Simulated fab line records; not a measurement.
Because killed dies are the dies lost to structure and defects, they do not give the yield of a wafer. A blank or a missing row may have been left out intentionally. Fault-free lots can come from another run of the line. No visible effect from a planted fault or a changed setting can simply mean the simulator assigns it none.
Which of the tools did it? ; flow gf180mcu ; Sampling: 12 lots, 36 wafers, 6 of 602 route steps

## WHAT EACH GAUGE READ, for each wafer
GF_PSD_RS_MEAS_14: measurement is done with a four-point probe. Usual: NSD_RS gives 46.10 ohm/sq (standard deviation 0.083).
lot;measured;on;NSD_RS (ohm/sq);flag
L104;day 14 01:01;film_metro-03;46.09 46.20 46.03;
L106;day 14 19:05;film_metro-03;46.04 46.09 46.02;
L109;day 15 17:41;film_metro-01;46.03 46.12 46.17;
L110;day 16 10:02;film_metro-03;46.21 46.21 46.14;
L116;day 18 15:20;film_metro-03;46.32 46.30 46.40;
L117;day 19 01:28;film_metro-02;46.39 46.11 46.30;
L118;day 19 15:52;film_metro-01;46.26 46.36 46.38;
L119;day 20 00:15;film_metro-02;46.30 46.12 46.12;
L120;day 20 09:23;film_metro-02;46.28 46.22 46.10;
L124;day 21 06:10;film_metro-01;46.15 46.20 46.20;
L125;day 21 16:37;film_metro-01;46.05 45.98 46.10;
L126;day 22 06:56;film_metro-01;46.18 46.06 46.13;

GF_M4_RS_MEAS_05: measurement is done with a four-point probe. Usual: M4_ALCU_RS gives 0.0697 ohm/sq (standard deviation 0.00058).
lot;measured;on;M4_ALCU_RS (ohm/sq);flag
L104;day 22 03:34;film_metro-01;0.0693 0.0694 0.0684;
L106;day 22 23:14;film_metro-03;0.0699 0.0691 0.0696;
L109;day 23 23:58;film_metro-04;0.0704 0.0701 0.0695;
L110;day 24 15:03;film_metro-03;0.0700 0.0705 0.0701;
L116;day 26 18:13;film_metro-03;0.0685 0.0697 0.0696;
L117;day 27 01:46;film_metro-01;0.0692 0.0695 0.0685;
L118;day 27 14:04;film_metro-01;0.0699 0.0705 0.0700;
L119;day 27 21:58;film_metro-01;0.0700 0.0709 0.0698;
L120;day 28 05:37;film_metro-03;0.0698 0.0697 0.0695;
L124;day 28 22:11;film_metro-01;0.0684 0.0683 0.0698;
L125;day 29 07:31;film_metro-01;0.0698 0.0696 0.0693;
L126;day 29 20:08;film_metro-03;0.0699 0.0707 0.0700;

GF_V4_OVL_MEAS_15. Usual: V4_OVL gives -3 nm (standard deviation 5.6).
lot;measured;on;V4_OVL (nm);flag
L104;day 24 02:34;overlay-01;-6 -2 -1;
L106;day 24 21:00;overlay-02;-2 -8 -1;
L109;day 25 21:07;overlay-01;-5 -1 2;
L110;day 26 10:30;overlay-02;-8 -5 -6;
L116;day 28 10:24;overlay-01;-5 -6 -3;
L117;day 28 19:12;overlay-02;2 7 7;
L118;day 29 05:39;overlay-01;-4 -2 -5;
L119;day 29 13:49;overlay-01;0 0 -3;
L120;day 29 20:10;overlay-01;-9 -9 -11;
L124;day 30 13:18;overlay-01;-14 -15 -11;
L125;day 30 22:01;overlay-02;2 5 -1;
L126;day 31 08:25;overlay-01;-8 -4 1;

## EACH LOT AND THE TOOL THAT RAN IT (in order: tool; ch and the chambers of the sampled wafers; start)
lot;GF_NSD_IMPLANT_10;GF_NSD_STRIP_11;GF_V3_CVD_02
L104;implanter-01 ch 0, day 13 04:25;plasma_asher-04 ch 0,1, day 13 04:33;pecvd-02 ch 0,1, day 21 01:11
L106;implanter-02 ch 0, day 13 22:01;plasma_asher-03 ch 0,1, day 13 22:10;pecvd-03 ch 0,1,2, day 21 21:56
L109;implanter-01 ch 0, day 14 19:25;plasma_asher-04 ch 0,1, day 14 19:34;pecvd-02 ch 1,2, day 22 23:24
L110;implanter-02 ch 0, day 15 11:37;plasma_asher-04 ch 0,1, day 15 11:45;pecvd-02 ch 0,1,2, day 23 14:37
L116;implanter-01 ch 0, day 17 15:42;plasma_asher-02 ch 0,1, day 17 15:51;pecvd-01 ch 1,2, day 25 19:07
L117;implanter-01 ch 0, day 18 01:17;plasma_asher-02 ch 0,1, day 18 01:26;pecvd-01 ch 0,1,2, day 26 03:11
L118;implanter-01 ch 0, day 18 14:53;plasma_asher-02 ch 0,1, day 18 15:02;pecvd-03 ch 1,2, day 26 15:17
L119;implanter-04 ch 0, day 18 23:16;plasma_asher-02 ch 0,1, day 18 23:24;pecvd-01 ch 0,2, day 26 23:28
L120;implanter-04 ch 0, day 19 08:27;plasma_asher-02 ch 0,1, day 19 08:36;pecvd-01 ch 0,2, day 27 07:23
L124;implanter-02 ch 0, day 20 05:47;plasma_asher-03 ch 0,1, day 20 05:56;pecvd-03 ch 1,2, day 28 01:07
L125;implanter-02 ch 0, day 20 16:37;plasma_asher-02 ch 0,1, day 20 16:45;pecvd-02 ch 0,1, day 28 10:31
L126;implanter-04 ch 0, day 21 06:57;plasma_asher-02 ch 0,1, day 21 07:05;pecvd-03 ch 0,1,2, day 28 22:57
- GF_NSD_IMPLANT_10
- GF_NSD_STRIP_11: strips in O2/N2.
- GF_V3_CVD_02: deposits SiO2 from TEOS, target thk 850 nm, time 94.851 s.

## WHAT THE TOOLS THEMSELVES READ (means of the sampled wafers that have a number; where no wafer has one, the mark that the record gives instead)
GF_NSD_IMPLANT_10. Usual: beam_energy_keV at 40.001, with a standard deviation of 0.013.
lot;tool;beam_energy_keV;flag
L104;implanter-01;39.984;
L106;implanter-02;39.999;
L109;implanter-01;40.011;
L110;implanter-02;40.006;
L116;implanter-01;43.485;OFF
L117;implanter-01;43.490;OFF
L118;implanter-01;43.494;OFF
L119;implanter-04;40.009;
L120;implanter-04;40.009;
L124;implanter-02;39.993;
L125;implanter-02;39.981;
L126;implanter-04;40.009;

GF_NSD_STRIP_11. Usual: drypump_motor_current_A 6.16 A, standard deviation 0.25; heater_power_w 342 W, standard deviation 34; oes_product_au 0.487 a.u., standard deviation 0.0051; strip_time_to_endpoint_s 22.95 s, standard deviation 0.033.
lot;tool;drypump_motor_current_A (A);heater_power_w (W);oes_product_au (a.u.);strip_time_to_endpoint_s (s);flag
L104;plasma_asher-04;5.97;329;0.484;22.96;
L106;plasma_asher-03;6.24;313;0.489;23.00;
L109;plasma_asher-04;5.96;329;0.484;22.93;
L110;plasma_asher-04;5.95;330;0.492;22.98;
L116;plasma_asher-02;6.15;365;0.486;23.09;OFF
L117;plasma_asher-02;6.26;372;0.485;23.09;OFF
L118;plasma_asher-02;6.23;366;0.488;23.10;OFF
L119;plasma_asher-02;6.28;378;0.485;22.96;
L120;plasma_asher-02;6.25;373;0.484;22.99;
L124;plasma_asher-03;6.32;301;0.483;22.90;
L125;plasma_asher-02;6.25;376;0.488;23.00;
L126;plasma_asher-02;6.25;373;0.485;22.94;

GF_V3_CVD_02. Usual: heater_power_w at 659 W, with a standard deviation of 110.
lot;tool;heater_power_w (W);flag
L104;pecvd-02;612;
L106;pecvd-03;539;
L109;pecvd-02;637;
L110;pecvd-02;640;
L116;pecvd-01;694;
L117;pecvd-01;753;
L118;pecvd-03;486;
L119;pecvd-01;763;
L120;pecvd-01;745;
L124;pecvd-03;510;
L125;pecvd-02;618;
L126;pecvd-03;506;

## THE ANSWER, worked out from the rows above alone
Rule: take the mean of a lot's wafers that have a number; if it is more than 3 standard deviations from the usual mean, the lot is off. Also off: a lot with no number at a reading for which 4 or more lots have one. All remaining lots with rows at the step are treated as sound. First the gauges in route order, then the tools' own readings, where a lot's mean is used as printed above. At the first step where some lot is off, the reading lying furthest off is the one used; lots without a number count as furthest.
Off: L116, L117, L118, at GF_NSD_IMPLANT_10 (beam_energy_keV).
If a tool, at that step or one of the process steps before it, ran each lot that is off and ran no sound lot following the first of them, it fits. One candidate fits, namely implanter-01 at GF_NSD_IMPLANT_10. Its last sound lot is L109 (day 14 19:25), its first lot that is off L116 (day 17 15:42): a fault that began between those two fits.
The tool's own readings at GF_NSD_IMPLANT_10 bear it out: on the lots that are off they differ by more than 5 times the standard deviation of the sound lots' means. beam_energy_keV reads 43.490 there against 40.000 on the sound lots.

## WHAT THE SIMULATOR HAD INSERTED
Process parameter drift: implanter-01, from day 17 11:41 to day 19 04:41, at GF_NSD_IMPLANT_10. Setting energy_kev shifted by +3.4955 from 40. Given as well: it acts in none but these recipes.
Struck lots among those shown: L116, L117, L118. The same result came from the rule above.
